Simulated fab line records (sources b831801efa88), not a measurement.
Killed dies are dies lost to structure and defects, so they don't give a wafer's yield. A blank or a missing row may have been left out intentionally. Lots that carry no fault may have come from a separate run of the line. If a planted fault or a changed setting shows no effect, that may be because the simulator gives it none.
fab line records	flow gf180mcu	part 1 of 2: steps 1 to 24 of 33
[record] lots = 5	wafers = 15	last-day = 34
route steps=602 shown V2@396 M3@409
lots that met no fault: from a run of the same line without faults
start-h: hours from the record's first day to the start of the lot's first wafer shown	wait-h: how many hours have passed since the lot's step before this one	" as in the row above	L1.1+2: a single row standing in for several wafers	- no value, or no start was given	* or withheld: withheld	< > ~ a bound
route shown NAME@n: names a module that has steps shown in the file, with the first one's number in the route	usual: mean/standard deviation of fault-free wafers	same: alike in all rows	chamber/n: place in a boat	sites: readings site by site	_std_site: the values' standard deviation	_edge_site: the outer-site mean with the inner-site mean subtracted	radius-mm: for every site, how far away it sits from the centre of the wafer	mask NAME#n: copy n	behind: the most recent tool/chamber to have shaped the wafer	hold: cause of the lot's hold/its duration in hours/its outcome	device: transistor that didn't switch, given as n, p or np	end of line: the same wafers' tests at the end of the route	a step given without rows: its recipe and nothing more	killed: dies that structure and defects cost at the first sort, which is not the same as the wafer's yield	map: dies across one wafer; x = killed, . = not, _ = none there
set.NAME: the setting that was run; set.NAME@STEP: the one run at that earlier step	model.NAME: the simulator's own value behind a step, which no gauge read
a table for each step, a row for each wafer; lots at some steps of the route
services: the hour from which a tool's chamber was out of use, counted from the record's first day as start-h (under 0 if before that day), plus the number of hours and why
[[steps]]
[step GF_V2_CD_MEAS_14]
[recipe] target-cd-nm = 260
[usual] cd-nm = 259.8/1.4
lot.wafer	tool	chamber	start-h	wait-h	cd-nm
L080.2	cd-sem-02	-	510.75	0.1	258.3
L080.3	"	-	"	"	258.3
L080.5	"	-	"	"	258.5
L082.1	cd-sem-01	-	533.37	0.1	259.7
L082.3	"	-	"	"	259.5
L082.4	"	-	"	"	260.7
L083.2	cd-sem-02	-	539.45	0.1	262.2
L083.5	"	-	"	"	261.1
L083.6	"	-	"	"	262.8
L088.1	cd-sem-02	-	587.28	0.1	258.5
L088.4	"	-	"	"	255.8
L088.6	"	-	"	"	256.5
L095.4	cd-sem-02	-	634.60	0.1	260.2
L095.5	"	-	"	"	259.8
L095.6	"	-	"	"	260.9
[step GF_V2_OVL_MEAS_15]
[usual] V2_OVL = -4/4.4
lot.wafer	tool	chamber	start-h	wait-h	V2_OVL[nm]
L080.2	overlay-02	-	510.85	0.1	-8
L080.3	"	-	"	"	-7
L080.5	"	-	"	"	-2
L082.1	overlay-02	-	533.49	0.1	-4
L082.3	"	-	"	"	-9
L082.4	"	-	"	"	-6
L083.2	overlay-02	-	539.56	0.1	-10
L083.5	"	-	"	"	-6
L083.6	"	-	"	"	-5
L088.1	overlay-02	-	587.40	0.1	-3
L088.4	"	-	"	"	-7
L088.6	"	-	"	"	-14
L095.4	overlay-02	-	634.68	0.1	-3
L095.5	"	-	"	"	2
L095.6	"	-	"	"	-2
[step GF_V2_ETCH_16]
[recipe] chemistry = N2/H2	target-depth-a = withheld	overetch-a = withheld	time-s = withheld	target = BARC	ion-energy-ev = 200	source-w = 500	bias-w = 100	pressure-mtorr = 30	n2-flow-sccm = 100	h2-flow-sccm = 200
[usual] bias-w = 100.0/0.33	drypump-motor-current-A = 5.9/0.56	oes-product-au = 0.856/0.005	rf-fwd-power-W = 495.0/1.8	throttle-valve-pct = 13.225/0.0085
lot.wafer	tool	chamber	start-h	wait-h	bias-w	drypump-motor-current-A	oes-product-au	rf-fwd-power-W	throttle-valve-pct
L080.2	rie-diel-02	0	510.88	0.0	100.1	5.6	0.864	495.6	13.227
L080.3	"	2	"	"	100.1	5.2	0.857	492.2	13.212
L080.5	"	1	"	"	100.3	5.6	0.858	495.8	13.219
L082.1	rie-diel-01	3	533.53	0.0	99.8	6.8	0.851	496.0	13.215
L082.3	"	1	"	"	99.9	5.7	0.858	496.1	13.224
L082.4	"	0	"	"	100.5	6.3	0.860	495.4	13.223
L083.2	rie-diel-01	3	539.59	0.0	100.2	6.8	0.853	496.4	13.221
L083.5	"	0	"	"	99.6	6.2	0.849	492.9	13.227
L083.6	"	3	"	"	100.3	6.8	0.852	495.9	13.218
L088.1	rie-diel-02	0	587.44	0.0	99.5	5.6	0.846	492.4	13.209
L088.4	"	1	"	"	99.9	5.6	0.860	496.9	13.212
L088.6	"	0	"	"	99.7	5.6	0.853	494.6	13.226
L095.4	rie-diel-02	0	634.70	0.0	100.4	5.6	0.857	493.2	13.220
L095.5	"	3	"	"	99.4	6.5	0.849	493.7	13.235
L095.6	"	0	"	"	99.9	5.6	0.847	491.8	13.213
[step GF_V2_ETCH_17]
[recipe] chemistry = C4F8/O2/Ar	mask-material = KrF	target = SiO2	stop-on = TiN	source-w = 1500	bias-w = 1200	pressure-mtorr = 40	c4f8-flow-sccm = withheld	O2_flow_sccm = 6	Ar_flow_sccm = 300	time-s = withheld	target-depth-a = 6300
[usual] bias-w = 1200/3.6	oes-product-au = 0.856/0.0041	rf-fwd-power-W = 1492/4.9
lot.wafer	tool	chamber	start-h	wait-h	bias-w	oes-product-au	rf-fwd-power-W
L080.2	rie-diel-02	0	-	-	1199	0.853	1493
L080.3	"	2	"	"	1202	0.852	1497
L080.5	"	1	"	"	1203	0.857	1493
L082.1	rie-diel-01	3	-	-	1205	0.863	1497
L082.3	"	1	"	"	1204	0.863	1498
L082.4	"	0	"	"	1198	0.853	1490
L083.2	rie-diel-01	3	-	-	1197	0.853	1494
L083.5	"	0	"	"	1202	0.856	1492
L083.6	"	3	"	"	1200	0.852	1493
L088.1	rie-diel-02	0	-	-	1195	0.855	1483
L088.4	"	1	"	"	1194	0.858	1489
L088.6	"	0	"	"	1202	0.858	1487
L095.4	rie-diel-02	0	-	-	1200	0.855	1484
L095.5	"	3	"	"	1204	0.847	1494
L095.6	"	0	"	"	1204	0.851	1489
[step GF_V2_STRIP_18]
[recipe] chemistry = O2/N2	power-w = 1400	pressure-mtorr = 1500	platen-temp-c = 250	o2-flow-sccm = 3000	n2-flow-sccm = 300	overash-fraction = 0.5
[usual] drypump-motor-current-A = 5.7/0.31	heater-power-w = 344/25	o2-flow-sccm = 2999/7.2	oes-product-au = 0.600/0.0048
lot.wafer	tool	chamber	start-h	wait-h	drypump-motor-current-A	heater-power-w	o2-flow-sccm	oes-product-au	rf-hours-counter-h
L080.2	plasma-asher-01	1	511.01	-	5.3	336	3004	0.600	84
L080.3	"	0	"	"	5.8	369	2990	0.595	-
L080.5	"	1	"	"	5.3	337	3009	0.604	-
L082.1	plasma-asher-03	1	533.66	-	5.9	333	3009	0.603	78
L082.3	"	1	"	"	5.8	318	3006	0.603	-
L082.4	"	0	"	"	5.5	316	2995	0.597	-
L083.2	plasma-asher-02	0	539.72	-	6.1	386	3006	0.593	44
L083.5	"	0	"	"	6.2	376	2992	0.604	-
L083.6	"	1	"	"	5.9	317	2990	0.600	-
L088.1	plasma-asher-01	0	587.57	-	5.8	373	3000	0.599	92
L088.4	"	0	"	"	5.8	372	3004	0.600	-
L088.6	"	1	"	"	5.3	331	3007	0.602	-
L095.4	plasma-asher-02	0	634.86	-	6.2	380	3001	0.605	-
L095.5	"	1	"	"	5.9	308	2999	0.603	-
L095.6	"	0	"	"	6.2	373	3002	0.603	-
[step GF_V2_STRIP_19]
[recipe] chemistry = post-etch-residue-remover	time-s = 1200	temp-c = 72.5
[usual] temp-c = 72.53/0.11
lot.wafer	tool	chamber	start-h	wait-h	temp-c
L080.2	wet-bench-01	3	511.11	0.1	72.45
L080.3	"	3	"	"	72.35
L080.5	"	3	"	"	72.39
L082.1	wet-bench-03	1	533.76	0.1	72.49
L082.3	"	1	"	"	72.61
L082.4	"	1	"	"	72.59
L083.2	wet-bench-01	0	539.82	0.1	72.54
L083.5	"	0	"	"	72.53
L083.6	"	0	"	"	72.62
L088.1	wet-bench-02	3	587.67	0.1	72.81
L088.4	"	3	"	"	72.67
L088.6	"	3	"	"	72.62
L095.4	wet-bench-02	2	634.93	0.0	72.50
L095.5	"	2	"	"	72.59
L095.6	"	2	"	"	72.41
[step GF_V2_CLEAN_20]
[recipe] chemistry = DIW	dry = n2-spin
lot.wafer	tool	chamber	start-h	wait-h
L080.2+3+5	wet-bench-03	3	511.45	0.0
L082.1+3+4	wet-bench-01	2	534.44	0.0
L083.2+5+6	wet-bench-02	1	540.16	0.0
L088.1+4+6	wet-bench-01	3	588.01	0.0
L095.4+5+6	wet-bench-03	2	635.30	0.0
[step GF_V2_SPUTTER_21]
[recipe] material = Ti	target-thk-nm = 15	chamber-pressure-pa = 5	power-w = 2500	substrate-temp-c = 200	time-s = 80.02
[usual] throttle-valve-pct = 30.0/1
lot.wafer	tool	chamber	start-h	wait-h	throttle-valve-pct
L080.2	pvd-sputter-03	-	511.55	0.0	28.7
L080.3	"	-	"	"	31.8
L080.5	"	-	"	"	31.9
L082.1	pvd-sputter-03	-	534.53	0.0	31.5
L082.3	"	-	"	"	30.2
L082.4	"	-	"	"	29.7
L083.2	pvd-sputter-02	-	540.26	0.0	29.5
L083.5	"	-	"	"	31.5
L083.6	"	-	"	"	29.8
L088.1	pvd-sputter-03	-	588.10	0.0	31.5
L088.4	"	-	"	"	30.6
L088.6	"	-	"	"	28.6
L095.4	pvd-sputter-04	-	635.39	0.0	29.4
L095.5	"	-	"	"	28.9
L095.6	"	-	"	"	31.7
[step GF_V2_SPUTTER_22]
[recipe] material = TiN	target-thk-nm = 10	chamber-pressure-pa = 5	power-w = 4000	time-s = 40
[usual] throttle-valve-pct = 30.0/1
lot.wafer	tool	chamber	start-h	wait-h	throttle-valve-pct
L080.2	pvd-sputter-03	-	511.61	0.0	28.9
L080.3	"	-	"	"	31.6
L080.5	"	-	"	"	31.7
L082.1	pvd-sputter-03	-	534.60	0.0	31.9
L082.3	"	-	"	"	30.4
L082.4	"	-	"	"	29.8
L083.2	pvd-sputter-02	-	540.32	0.0	29.6
L083.5	"	-	"	"	31.3
L083.6	"	-	"	"	29.4
L088.1	pvd-sputter-03	-	588.16	0.0	31.7
L088.4	"	-	"	"	30.4
L088.6	"	-	"	"	28.6
L095.4	pvd-sputter-04	-	635.45	0.0	29.3
L095.5	"	-	"	"	28.6
L095.6	"	-	"	"	31.8
[step GF_V2_CVD_23]
[recipe] material = W	target-thk-nm = 350	time-s = 104.94	temp-c = 400	pressure-torr = 40
[usual] chamber-pressure-Torr = 39.99/0.096	heater-power-w = 907/40
lot.wafer	tool	chamber	start-h	wait-h	chamber-pressure-Torr	heater-power-w
L080.2	cvd-w-01	1	511.65	0.0	39.89	952
L080.3	"	0	"	"	39.98	886
L080.5	"	0	"	"	40.03	893
L082.1	cvd-w-01	1	534.63	0.0	39.93	970
L082.3	"	0	"	"	40.02	877
L082.4	"	1	"	"	40.07	971
L083.2	cvd-w-02	1	540.36	0.0	40.00	897
L083.5	"	0	"	"	40.04	862
L083.6	"	1	"	"	39.93	869
L088.1	cvd-w-02	0	588.20	0.0	39.88	876
L088.4	"	0	"	"	39.96	868
L088.6	"	0	"	"	39.96	884
L095.4	cvd-w-01	1	635.53	0.1	39.94	962
L095.5	"	0	"	"	39.98	923
L095.6	"	1	"	"	39.85	969
[step GF_V2_RS_MEAS_24]
[recipe] thk-meas-gauge = four-point-probe	reads = W_of_V2_CVD_23+TiN_of_V2_SPUTTER_22+Ti_of_V2_SPUTTER_21
[usual] V2_W_RS = 0.327/0.0038
lot.wafer	tool	chamber	start-h	wait-h	V2_W_RS[ohm/sq]
L080.2	film-metro-01	-	511.78	0.1	0.321
L080.3	"	-	"	"	0.323
L080.5	"	-	"	"	0.328
L082.1	film-metro-03	-	534.75	0.1	0.332
L082.3	"	-	"	"	0.330
L082.4	"	-	"	"	0.326
L083.2	film-metro-03	-	540.49	0.1	0.332
L083.5	"	-	"	"	0.329
L083.6	"	-	"	"	0.327
L088.1	film-metro-02	-	588.31	0.1	0.323
L088.4	"	-	"	"	0.323
L088.6	"	-	"	"	0.325
L095.4	film-metro-01	-	635.66	0.1	0.327
L095.5	"	-	"	"	0.328
L095.6	"	-	"	"	0.327
[step GF_V2_THK_MEAS_25]
[recipe] thk-meas-gauge = xrf	reads = W_of_V2_CVD_23
[usual] V2_W_THK = 361/5.2
lot.wafer	tool	chamber	start-h	wait-h	V2_W_THK[nm]
L080.2	film-metro-01	-	511.89	0.1	368
L080.3	"	-	"	"	365
L080.5	"	-	"	"	361
L082.1	film-metro-03	-	534.87	0.1	358
L082.3	"	-	"	"	359
L082.4	"	-	"	"	362
L083.2	film-metro-03	-	540.60	0.1	356
L083.5	"	-	"	"	360
L083.6	"	-	"	"	363
L088.1	film-metro-02	-	588.43	0.1	365
L088.4	"	-	"	"	365
L088.6	"	-	"	"	362
L095.4	film-metro-01	-	635.75	0.1	366
L095.5	"	-	"	"	367
L095.6	"	-	"	"	367
[step GF_V2_CMP_26]
[recipe] stop-on = SiO2	down-force-psi = 3.5	platen-rpm = 60	t-overpolish-s = 15	target-thk-nm = 0	pad-velocity-m-s = 0.94248
[usual] motor-current-A = 10.9/1.1	overpolish-run-s = 15.000/0.0093	slurry-flow-ml-min = 150.0/0.46	time-to-endpoint-s = 84/3.3
lot.wafer	tool	chamber	start-h	wait-h	motor-current-A	overpolish-run-s	slurry-flow-ml-min	time-to-endpoint-s
L080.3	cmp-02	0	511.94	0.0	12.6	15.001	149.9	83
L080.2	"	1	"	"	10.1	14.999	150.0	89
L080.5	"	0	"	"	12.7	15.000	149.8	81
L082.3	cmp-02	3	534.98	0.1	10.0	14.989	150.1	85
L082.1	"	0	"	"	13.2	15.011	149.3	82
L082.4	"	1	"	"	10.6	15.017	149.2	89
L083.2	cmp-02	2	540.75	0.1	11.3	15.000	149.9	82
L083.5	"	0	"	"	12.3	15.022	150.5	80
L083.6	"	1	"	"	10.2	15.016	150.9	86
L088.1	cmp-02	1	588.49	0.1	10.7	15.005	150.1	81
L088.4	"	2	"	"	11.9	14.994	149.9	81
L088.6	"	1	"	"	11.0	14.997	150.4	84
L095.4	cmp-02	1	635.78	0.0	10.4	15.003	150.5	87
L095.6	"	1	"	"	10.2	14.977	150.1	85
L095.5	"	2	"	"	11.4	15.018	150.7	83
[step GF_M3_SPUTTER_00]
[recipe] material = Ti	target-thk-nm = 37.5	arriving-ion-energy-ev = 80	substrate-temp-c = 200	chamber-pressure-pa = 2	power-w = 4000	time-s = 150
[usual] throttle-valve-pct = 29.6/1
lot.wafer	tool	chamber	start-h	wait-h	throttle-valve-pct
L080.2	pvd-sputter-01	-	512.24	0.2	28.2
L080.3	"	-	"	"	30.0
L080.5	"	-	"	"	28.5
L082.1	pvd-sputter-01	-	535.23	0.1	29.8
L082.3	"	-	"	"	29.9
L082.4	"	-	"	"	28.6
L083.2	pvd-sputter-04	-	540.95	0.1	29.3
L083.5	"	-	"	"	29.5
L083.6	"	-	"	"	28.8
L088.1	pvd-sputter-04	-	588.79	0.2	29.3
L088.4	"	-	"	"	28.8
L088.6	"	-	"	"	28.8
L095.4	pvd-sputter-03	-	636.08	0.2	31.6
L095.5	"	-	"	"	30.3
L095.6	"	-	"	"	29.9
[step GF_M3_SPUTTER_01]
[recipe] material = TiN	target-thk-nm = 30	power-w = 6500	time-s = 25	chamber-pressure-pa = 0.4
[usual] throttle-valve-pct = 29.6/1
lot.wafer	tool	chamber	start-h	wait-h	throttle-valve-pct
L080.2	pvd-sputter-01	-	512.34	0.1	28.3
L080.3	"	-	"	"	30.0
L080.5	"	-	"	"	29.0
L082.1	pvd-sputter-01	-	535.33	0.1	30.0
L082.3	"	-	"	"	29.7
L082.4	"	-	"	"	28.7
L083.2	pvd-sputter-04	-	541.05	0.1	29.4
L083.5	"	-	"	"	29.3
L083.6	"	-	"	"	28.9
L088.1	pvd-sputter-04	-	588.89	0.1	29.5
L088.4	"	-	"	"	28.7
L088.6	"	-	"	"	28.8
L095.4	pvd-sputter-03	-	636.18	0.1	31.7
L095.5	"	-	"	"	30.4
L095.6	"	-	"	"	29.5
[step GF_M3_SPUTTER_02]
[recipe] material = AlCu	target-thk-nm = 450	power-w = 10600	time-s = 23.9	chamber-pressure-pa = 0.4
[usual] throttle-valve-pct = 29.6/1
lot.wafer	tool	chamber	start-h	wait-h	throttle-valve-pct
L080.2	pvd-sputter-01	-	512.37	0.0	28.6
L080.3	"	-	"	"	30.4
L080.5	"	-	"	"	28.6
L082.1	pvd-sputter-01	-	535.36	0.0	29.7
L082.3	"	-	"	"	29.9
L082.4	"	-	"	"	28.9
L083.2	pvd-sputter-04	-	541.08	0.0	29.3
L083.5	"	-	"	"	29.3
L083.6	"	-	"	"	28.8
L088.1	pvd-sputter-04	-	588.92	0.0	29.5
L088.4	"	-	"	"	28.7
L088.6	"	-	"	"	28.9
L095.4	pvd-sputter-03	-	636.21	0.0	31.5
L095.5	"	-	"	"	30.3
L095.6	"	-	"	"	30.1
[step GF_M3_SPUTTER_03]
[recipe] material = Ti	target-thk-nm = 10	substrate-temp-c = 300	chamber-pressure-pa = 0.3	power-w = 3000	time-s = 6.7
[usual] throttle-valve-pct = 29.6/1
lot.wafer	tool	chamber	start-h	wait-h	throttle-valve-pct
L080.2	pvd-sputter-01	-	512.40	0.0	28.1
L080.3	"	-	"	"	29.9
L080.5	"	-	"	"	28.8
L082.1	pvd-sputter-01	-	535.39	0.0	29.7
L082.3	"	-	"	"	29.9
L082.4	"	-	"	"	28.8
L083.2	pvd-sputter-04	-	541.11	0.0	29.2
L083.5	"	-	"	"	29.2
L083.6	"	-	"	"	28.8
L088.1	pvd-sputter-04	-	588.95	0.0	29.2
L088.4	"	-	"	"	28.6
L088.6	"	-	"	"	28.9
L095.4	pvd-sputter-03	-	636.24	0.0	31.4
L095.5	"	-	"	"	30.3
L095.6	"	-	"	"	29.7
[step GF_M3_SPUTTER_04]
[recipe] material = TiN	target-thk-nm = 50	power-w = 6500	time-s = 41.7	chamber-pressure-pa = 0.4
[usual] throttle-valve-pct = 29.6/1.1
lot.wafer	tool	chamber	start-h	wait-h	throttle-valve-pct
L080.2	pvd-sputter-01	-	512.43	0.0	28.3
L080.3	"	-	"	"	30.2
L080.5	"	-	"	"	28.5
L082.1	pvd-sputter-01	-	535.41	0.0	29.9
L082.3	"	-	"	"	30.2
L082.4	"	-	"	"	28.6
L083.2	pvd-sputter-04	-	541.13	0.0	29.5
L083.5	"	-	"	"	29.5
L083.6	"	-	"	"	28.6
L088.1	pvd-sputter-04	-	588.98	0.0	29.4
L088.4	"	-	"	"	28.7
L088.6	"	-	"	"	28.5
L095.4	pvd-sputter-03	-	636.26	0.0	31.6
L095.5	"	-	"	"	30.4
L095.6	"	-	"	"	29.7
[step GF_M3_RS_MEAS_05]
[recipe] thk-meas-gauge = four-point-probe	reads = TiN_of_M3_SPUTTER_04+Ti_of_M3_SPUTTER_03+AlCu_of_M3_SPUTTER_02+TiN_of_M3_SPUTTER_01+Ti_of_M3_SPUTTER_00
[usual] M3_ALCU_RS = 0.0697/0.00072
lot.wafer	tool	chamber	start-h	wait-h	M3_ALCU_RS[ohm/sq]
L080.2	film-metro-04	-	512.48	0.0	0.0702
L080.3	"	-	"	"	0.0698
L080.5	"	-	"	"	0.0700
L082.1	film-metro-04	-	535.45	0.0	0.0697
L082.3	"	-	"	"	0.0697
L082.4	"	-	"	"	0.0695
L083.2	film-metro-04	-	541.19	0.0	0.0692
L083.5	"	-	"	"	0.0700
L083.6	"	-	"	"	0.0696
L088.1	film-metro-03	-	589.02	0.0	0.0700
L088.4	"	-	"	"	0.0708
L088.6	"	-	"	"	0.0703
L095.4	film-metro-01	-	636.36	0.1	0.0694
L095.5	"	-	"	"	0.0703
L095.6	"	-	"	"	0.0699
[step GF_M3_THK_MEAS_06]
[recipe] thk-meas-gauge = xrf	reads = AlCu_of_M3_SPUTTER_02
[usual] M3_ALCU_THK = 462/5
lot.wafer	tool	chamber	start-h	wait-h	M3_ALCU_THK[nm]
L080.2	film-metro-04	-	512.59	0.1	459
L080.3	"	-	"	"	463
L080.5	"	-	"	"	459
L082.1	film-metro-04	-	535.57	0.1	461
L082.3	"	-	"	"	461
L082.4	"	-	"	"	465
L083.2	film-metro-04	-	541.30	0.1	464
L083.5	"	-	"	"	463
L083.6	"	-	"	"	464
L088.1	film-metro-03	-	589.14	0.1	460
L088.4	"	-	"	"	454
L088.6	"	-	"	"	458
L095.4	film-metro-01	-	636.45	0.1	465
L095.5	"	-	"	"	462
L095.6	"	-	"	"	462
[step GF_M3_DEHYDRATE_07]
[recipe] temp-c = 200	time-s = 60
[usual] chill-plate-temp-C = 22.99/0.12
lot.wafer	tool	chamber	start-h	wait-h	chill-plate-temp-C
L080.2	litho-track-02	0	524.12	11.5	23.08
L080.3	"	0	"	"	22.92
L080.5	"	0	"	"	23.03
L082.1	litho-track-02	0	546.54	11.0	23.11
L082.3	"	0	"	"	22.93
L082.4	"	0	"	"	22.97
L083.2	litho-track-02	0	552.32	11.0	23.09
L083.5	"	0	"	"	23.16
L083.6	"	0	"	"	23.01
L088.1	litho-track-04	0	599.67	10.5	23.00
L088.4	"	0	"	"	23.11
L088.6	"	0	"	"	23.06
L095.4	litho-track-04	0	646.10	9.6	22.95
L095.5	"	0	"	"	23.17
L095.6	"	0	"	"	23.04
[step GF_M3_HMDS_08]
[recipe] prime-time-s = 60	prime-temp-c = 120
[usual] chill-plate-temp-C = 23.02/0.11
lot.wafer	tool	chamber	start-h	wait-h	chill-plate-temp-C
L080.2	litho-track-02	0	524.27	0.1	23.02
L080.3	"	0	"	"	22.87
L080.5	"	0	"	"	22.89
L082.1	litho-track-02	0	546.69	0.1	22.97
L082.3	"	0	"	"	23.08
L082.4	"	0	"	"	23.16
L083.2	litho-track-02	0	552.47	0.1	22.87
L083.5	"	0	"	"	23.05
L083.6	"	0	"	"	23.02
L088.1	litho-track-04	0	599.82	0.1	22.89
L088.4	"	0	"	"	23.04
L088.6	"	0	"	"	23.25
L095.4	litho-track-04	0	646.25	0.1	22.91
L095.5	"	0	"	"	23.00
L095.6	"	0	"	"	22.94
[step GF_M3_COAT_09]
[recipe] resist = KrF	spin-rpm = withheld	resist-thk-nm = 1000
[usual] chill-plate-temp-C = 23.01/0.1
lot.wafer	tool	chamber	start-h	wait-h	chill-plate-temp-C
L080.2	litho-track-02	0	524.42	0.1	22.83
L080.3	"	0	"	"	23.01
L080.5	"	0	"	"	22.77
L082.1	litho-track-02	0	546.84	0.1	22.94
L082.3	"	0	"	"	22.98
L082.4	"	0	"	"	22.98
L083.2	litho-track-02	0	552.62	0.1	22.95
L083.5	"	0	"	"	23.08
L083.6	"	0	"	"	23.01
L088.1	litho-track-04	0	599.97	0.1	23.02
L088.4	"	0	"	"	22.89
L088.6	"	0	"	"	22.92
L095.4	litho-track-04	0	646.40	0.1	23.07
L095.5	"	0	"	"	23.05
L095.6	"	0	"	"	22.97
[step GF_M3_SOFTBAKE_10]
[recipe] temp-c = 129.2	time-s = 60	resist = KrF
[usual] chill-plate-temp-C = 23.00/0.1
lot.wafer	tool	chamber	start-h	wait-h	chill-plate-temp-C
L080.2	litho-track-02	0	524.57	0.1	23.00
L080.3	"	0	"	"	22.87
L080.5	"	0	"	"	22.83
L082.1	litho-track-02	0	546.99	0.1	22.85
L082.3	"	0	"	"	22.91
L082.4	"	0	"	"	22.81
L083.2	litho-track-02	0	552.77	0.1	22.96
L083.5	"	0	"	"	22.92
L083.6	"	0	"	"	23.11
L088.1	litho-track-04	0	600.12	0.1	23.08
L088.4	"	0	"	"	22.92
L088.6	"	0	"	"	22.99
L095.4	litho-track-04	0	646.55	0.1	22.98
L095.5	"	0	"	"	22.95
L095.6	"	0	"	"	22.96
